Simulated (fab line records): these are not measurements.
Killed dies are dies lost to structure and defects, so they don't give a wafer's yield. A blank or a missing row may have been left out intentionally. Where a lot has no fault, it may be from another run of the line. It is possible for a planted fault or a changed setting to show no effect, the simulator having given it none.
The tool behind it: which one? / flow sky130 / 10 lots with 30 wafers sampled at 3 steps, on a route of 708 steps

## WHAT THE GAUGES READ, wafer by wafer
SKY_VIA2_RS_MEAS_22: measurement is done with a four-point probe.
lot=L461; measured=day 37 19:54; on=filmMetro-01; VIA2_W_RS (ohm/sq)=0.2756 0.2721 0.2778
lot=L462; measured=day 37 23:04; on=filmMetro-03; VIA2_W_RS (ohm/sq)=0.2744 0.2775 0.2741
lot=L463; measured=day 38 07:19; on=filmMetro-03; VIA2_W_RS (ohm/sq)=0.2743 0.2712 0.2725
lot=L465; measured=day 39 02:19; on=filmMetro-04; VIA2_W_RS (ohm/sq)=0.2728 0.2752 0.2770
lot=L468; measured=day 39 19:36; on=filmMetro-01; VIA2_W_RS (ohm/sq)=0.2758 0.1632 0.2793
lot=L476; measured=day 43 11:03; on=filmMetro-04; VIA2_W_RS (ohm/sq)=0.2821 0.2755 0.2790
lot=L479; measured=day 43 12:02; on=filmMetro-04; VIA2_W_RS (ohm/sq)=0.2724 0.2715 0.2762
lot=L477; measured=day 43 12:58; on=filmMetro-01; VIA2_W_RS (ohm/sq)=0.2762 0.2780 0.2754
lot=L475; measured=day 43 14:56; on=filmMetro-03; VIA2_W_RS (ohm/sq)=0.2752 0.2761 0.2768
lot=L478; measured=day 43 18:49; on=filmMetro-03; VIA2_W_RS (ohm/sq)=0.2713 0.2698 0.2700

## WHICH TOOL RAN EACH LOT (tool, then ch and the chambers of the sampled wafers, then the start)
lot=L461; SKY_METAL2_METAL_ETCH_19=rieMetal-02 ch 0,1, day 36 16:05; SKY_VIA2_CVD_21=cvdW-01 ch 0,1, day 37 19:45
lot=L462; SKY_METAL2_METAL_ETCH_19=rieMetal-01 ch 0,1, day 36 19:37; SKY_VIA2_CVD_21=cvdW-01 ch 0,1, day 37 22:56
lot=L463; SKY_METAL2_METAL_ETCH_19=rieMetal-02 ch 0,1, day 37 03:57; SKY_VIA2_CVD_21=cvdW-01 ch 0,1, day 38 07:11
lot=L465; SKY_METAL2_METAL_ETCH_19=rieMetal-03 ch 0,1, day 37 23:27; SKY_VIA2_CVD_21=cvdW-02 ch 0,1, day 39 02:11
lot=L468; SKY_METAL2_METAL_ETCH_19=rieMetal-03 ch 0, day 38 16:56; SKY_VIA2_CVD_21=cvdW-01 ch 1, day 39 19:27
lot=L476; SKY_METAL2_METAL_ETCH_19=rieMetal-01 ch 0,1, day 42 09:53; SKY_VIA2_CVD_21=cvdW-01 ch 0,1, day 43 10:56
lot=L479; SKY_METAL2_METAL_ETCH_19=rieMetal-02 ch 0,1, day 42 10:11; SKY_VIA2_CVD_21=cvdW-01 ch 0,1, day 43 11:55
lot=L477; SKY_METAL2_METAL_ETCH_19=rieMetal-03 ch 1, day 42 11:58; SKY_VIA2_CVD_21=cvdW-02 ch 0,1, day 43 12:50
lot=L475; SKY_METAL2_METAL_ETCH_19=rieMetal-03 ch 0,1, day 42 13:20; SKY_VIA2_CVD_21=cvdW-02 ch 0,1, day 43 14:47
lot=L478; SKY_METAL2_METAL_ETCH_19=rieMetal-03 ch 0,1, day 42 17:36; SKY_VIA2_CVD_21=cvdW-02 ch 0,1, day 43 18:40
- SKY_METAL2_METAL_ETCH_19: etches the open film in Cl2/BCl3, stops on SiO2, target depth 360 nm, time 78 s.
- SKY_VIA2_CVD_21: deposits W, target thk 420 nm, time 126.4 s.

## THE ANSWER, worked out from the rows above alone
Rule: the lots themselves supply what counts as usual. Put in order of their means at a reading, lots are off if they are a third of the lots or fewer, leave a main group of 4 or more, and stand apart from it by a gap of 3 or more times the standard deviation of the main group's means; of several such gaps the widest counts. A main group is skipped when, at the precision printed for the reading in the tables above, its means are all equal. A lot without any number at a reading at which 4 lots or more have one is off too. The other lots that the step has rows for count as sound.
Off: L468, at SKY_VIA2_RS_MEAS_22 (VIA2_W_RS). The main group has a mean of 0.2748 ohm/sq with a standard deviation of 0.0023.
A tool fits if, at a process step before that reading, it ran every lot that is off, and no sound lot after the first of them. Those tools and the gauges at SKY_VIA2_RS_MEAS_22 are tried in the same way. No candidate that was tried fits.

## WHAT WAS PUT IN BY THE SIMULATOR
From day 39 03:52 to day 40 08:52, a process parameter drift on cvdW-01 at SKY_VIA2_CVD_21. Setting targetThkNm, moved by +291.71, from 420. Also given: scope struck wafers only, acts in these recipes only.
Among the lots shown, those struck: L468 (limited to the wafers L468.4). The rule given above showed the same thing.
